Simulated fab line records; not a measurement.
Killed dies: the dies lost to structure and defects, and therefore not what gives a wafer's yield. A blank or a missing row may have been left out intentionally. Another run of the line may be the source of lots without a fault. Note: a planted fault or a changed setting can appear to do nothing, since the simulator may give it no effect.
Matching of chambers / flow sfqLine / SFQ_TRILAYER_I6_VIA_BARC_OPEN_VIA_ETCH_235 on rieDiel-03 has 4 sister chambers
The step etches BARC in O2, target depth 125 nm, time 41.7 s. 4 wafers are shown with their chamber, then 7 later ones without.

## WAFERS WITH THEIR CHAMBER
wafer=L504.6; chamber=0; drypumpMotorCurrentA (A)=5.1
wafer=L506.4; chamber=2; drypumpMotorCurrentA (A)=6.5
wafer=L507.2; chamber=1; drypumpMotorCurrentA (A)=6.5
wafer=L507.3; chamber=3; drypumpMotorCurrentA (A)=5.2

## WAFERS WITH NO CHAMBER GIVEN
wafer=L507.6; drypumpMotorCurrentA (A)=6.5
wafer=L514.2; drypumpMotorCurrentA (A)=6.5
wafer=L514.4; drypumpMotorCurrentA (A)=5.1
wafer=L514.5; drypumpMotorCurrentA (A)=6.5
wafer=L520.1; drypumpMotorCurrentA (A)=5.3
wafer=L520.3; drypumpMotorCurrentA (A)=5.1
wafer=L520.5; drypumpMotorCurrentA (A)=5.1

## WHICH CHAMBER EACH ONE RAN IN
wafer=L507.6; from the rows above=can't be placed: 1 or 2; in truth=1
wafer=L514.2; from the rows above=can't be placed: 1 or 2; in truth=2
wafer=L514.4; from the rows above=0; in truth=0
wafer=L514.5; from the rows above=can't be placed: 1 or 2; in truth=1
wafer=L520.1; from the rows above=3; in truth=3
wafer=L520.3; from the rows above=0; in truth=0
wafer=L520.5; from the rows above=0; in truth=0
Correct placement for 4 of the 7. Can't be placed from these rows: 3 (the true chamber is among the candidates in 3). Wrongly placed: 0.
How it was worked out, from the rows above alone: a wafer's distance from a chamber is the root of the sum, over the readings, of the square of ((its reading less the chamber's mean) divided by the reading's scatter). If the next closest chamber is less than 2 further off than the closest, the wafer can't be placed; otherwise it belongs to the closest. The mean given for a chamber averages the wafers shown for that chamber. The scatter (one wafer shown for each chamber): square how far every hidden wafer sits from the nearest shown wafer, average those squares and take the square root.
